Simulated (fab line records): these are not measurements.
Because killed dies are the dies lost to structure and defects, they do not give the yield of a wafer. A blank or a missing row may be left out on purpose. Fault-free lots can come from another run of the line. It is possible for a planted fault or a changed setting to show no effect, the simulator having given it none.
What tool caused it? + flow gf180mcu + 12 lots with 36 wafers sampled at 4 steps, on a route of 602 steps

== WHAT EACH GAUGE READ, for each wafer ==
GF_CONTACT_THK_MEAS_01.
| lot  | measured     | on            | CONTACT_CVD_00_THK (nm) |
|------|--------------|---------------|-------------------------|
| L803 | day 15 03:25 | film metro-02 | 303 305 306             |
| L804 | day 15 14:10 | film metro-01 | 305 313 304             |
| L805 | day 15 20:20 | film metro-01 | 301 296 298             |
| L806 | day 16 03:56 | film metro-02 | 307 301 304             |
| L807 | day 16 09:48 | film metro-01 | 303 300 307             |
| L808 | day 17 04:17 | film metro-02 | 303 301 302             |
| L809 | day 17 04:35 | film metro-02 | 307 309 305             |
| L816 | day 19 22:23 | film metro-01 | 448 445 459             |
| L817 | day 20 09:25 | film metro-02 | 457 454 448             |
| L825 | day 23 01:22 | film metro-02 | 305 307 300             |
| L824 | day 23 01:53 | film metro-01 | 301 303 299             |
| L826 | day 23 06:42 | film metro-04 | 304 299 301             |

GF_V2_THK_MEAS_03.
| lot  | measured     | on            | V2_CVD_02_THK (nm) |
|------|--------------|---------------|--------------------|
| L803 | day 19 04:57 | film metro-04 | 846 852 870        |
| L804 | day 19 17:09 | film metro-01 | 854 861 883        |
| L805 | day 20 00:14 | film metro-02 | 853 874 866        |
| L806 | day 20 08:29 | film metro-01 | 853 851 882        |
| L807 | day 20 16:07 | film metro-01 | 867 855 868        |
| L808 | day 21 11:58 | film metro-04 | 842 866 846        |
| L809 | day 21 12:37 | film metro-02 | 864 859 874        |
| L816 | day 24 05:00 | film metro-01 | 849 860 861        |
| L817 | day 24 12:16 | film metro-01 | 871 875 886        |
| L825 | day 26 20:51 | film metro-01 | 837 861 863        |
| L824 | day 26 21:53 | film metro-04 | 853 861 867        |
| L826 | day 27 03:38 | film metro-04 | 858 854 847        |

== WHAT TOOL EACH LOT RAN ON (gives the tool, then ch and the chambers of the sampled wafers, and finally the start) ==
| lot  | GF_CONTACT_CVD_00                | GF_CONTACT_ETCH_17                            |
|------|----------------------------------|-----------------------------------------------|
| L803 | hdpcvd-01 ch 0,1,2, day 15 03:22 | rie diel-01 ch 0,1,3, day 19 04:57 or earlier |
| L804 | hdpcvd-01 ch 0,2, day 15 14:07   | rie diel-03 ch 1,2,3, day 19 17:09 or earlier |
| L805 | hdpcvd-02 ch 0,2, day 15 20:17   | rie diel-04 ch 0,1,2, day 20 00:14 or earlier |
| L806 | hdpcvd-01 ch 0,1, day 16 03:52   | rie diel-04 ch 0,3, day 20 08:29 or earlier   |
| L807 | hdpcvd-01 ch 0,1, day 16 09:44   | rie diel-03 ch 0,2, day 20 16:07 or earlier   |
| L808 | hdpcvd-01 ch 0,1, day 17 04:14   | rie diel-01 ch 2,3, day 21 11:58 or earlier   |
| L809 | hdpcvd-01 ch 1,2, day 17 04:32   | rie diel-03 ch 0,1, day 21 12:37 or earlier   |
| L816 | hdpcvd-02 ch 0,1, day 19 22:20   | rie diel-01 ch 1,3, day 24 05:00 or earlier   |
| L817 | hdpcvd-02 ch 0,1,2, day 20 09:22 | rie diel-04 ch 1,2,3, day 24 12:16 or earlier |
| L825 | hdpcvd-01 ch 1,2, day 23 01:19   | rie diel-01 ch 2,3, day 26 20:51 or earlier   |
| L824 | hdpcvd-02 ch 1,2, day 23 01:49   | rie diel-04 ch 1,2,3, day 26 21:53 or earlier |
| L826 | hdpcvd-01 ch 0,2, day 23 06:38   | rie diel-01 ch 2,3, day 27 03:38 or earlier   |
- GF_CONTACT_CVD_00: deposits SiO2, target thk 300 nm, time 50 s.
- GF_CONTACT_ETCH_17: etches SiO2 in C4F8/O2/Ar, stops on CoSi2, target depth 860 nm.

== AS READ BY THE TOOLS THEMSELVES (means over the sampled wafers that have a number; for cases with no such wafer, the mark the record gives instead) ==
GF_CONTACT_CVD_00.
| lot  | tool      | sih4 flow sccm (sccm) |
|------|-----------|-----------------------|
| L803 | hdpcvd-01 | 59.97                 |
| L804 | hdpcvd-01 | 59.77                 |
| L805 | hdpcvd-02 | 60.03                 |
| L806 | hdpcvd-01 | 60.07                 |
| L807 | hdpcvd-01 | 60.21                 |
| L808 | hdpcvd-01 | 59.96                 |
| L809 | hdpcvd-01 | 60.13                 |
| L816 | hdpcvd-02 | 90.00                 |
| L817 | hdpcvd-02 | 89.79                 |
| L825 | hdpcvd-01 | 60.03                 |
| L824 | hdpcvd-02 | 59.91                 |
| L826 | hdpcvd-01 | 60.02                 |

GF_CONTACT_ETCH_17.
| lot  | tool        | oes product au (a.u.) |
|------|-------------|-----------------------|
| L803 | rie diel-01 | 0.817                 |
| L804 | rie diel-03 | 0.822                 |
| L805 | rie diel-04 | 0.812                 |
| L806 | rie diel-04 | 0.814                 |
| L807 | rie diel-03 | 0.815                 |
| L808 | rie diel-01 | 0.812                 |
| L809 | rie diel-03 | 0.813                 |
| L816 | rie diel-01 | 0.892                 |
| L817 | rie diel-04 | 0.886                 |
| L825 | rie diel-01 | 0.820                 |
| L824 | rie diel-04 | 0.816                 |
| L826 | rie diel-01 | 0.814                 |

== THE ANSWER, worked out from the rows above alone ==
Rule: the lots themselves supply what counts as usual. Put in order of their means at a reading, lots are off if they are a third of the lots or fewer, leave a main group of 4 or more, and stand apart from it by a gap of 3 or more times the standard deviation of the main group's means; of several such gaps the widest counts. Not used: any main group whose means are identical at the precision the tables above print for the reading. Also off: a lot with no number at a reading for which 4 or more lots have one. Any other lot the step has rows for is counted as sound. First the gauges in route order, then the tools' own readings, where a lot's mean is used as printed above. The first step at which some lot is off is used, and at that step the reading that is off furthest; a lot without a number counts as furthest.
Off: L816, L817, at GF_CONTACT_THK_MEAS_01 (CONTACT_CVD_00_THK). Mean 303 nm and standard deviation 2.6 in the main group.
A tool fits if, at a process step before that reading, it ran every lot that is off, and no sound lot after the first of them. Not tried: the gauges at GF_CONTACT_THK_MEAS_01; whatever is off there is also off at GF_CONTACT_CVD_00, on other tools, and gauge error can't account for it. Of those tried, none fits.

== WHAT THE SIMULATOR HAD PUT IN ==
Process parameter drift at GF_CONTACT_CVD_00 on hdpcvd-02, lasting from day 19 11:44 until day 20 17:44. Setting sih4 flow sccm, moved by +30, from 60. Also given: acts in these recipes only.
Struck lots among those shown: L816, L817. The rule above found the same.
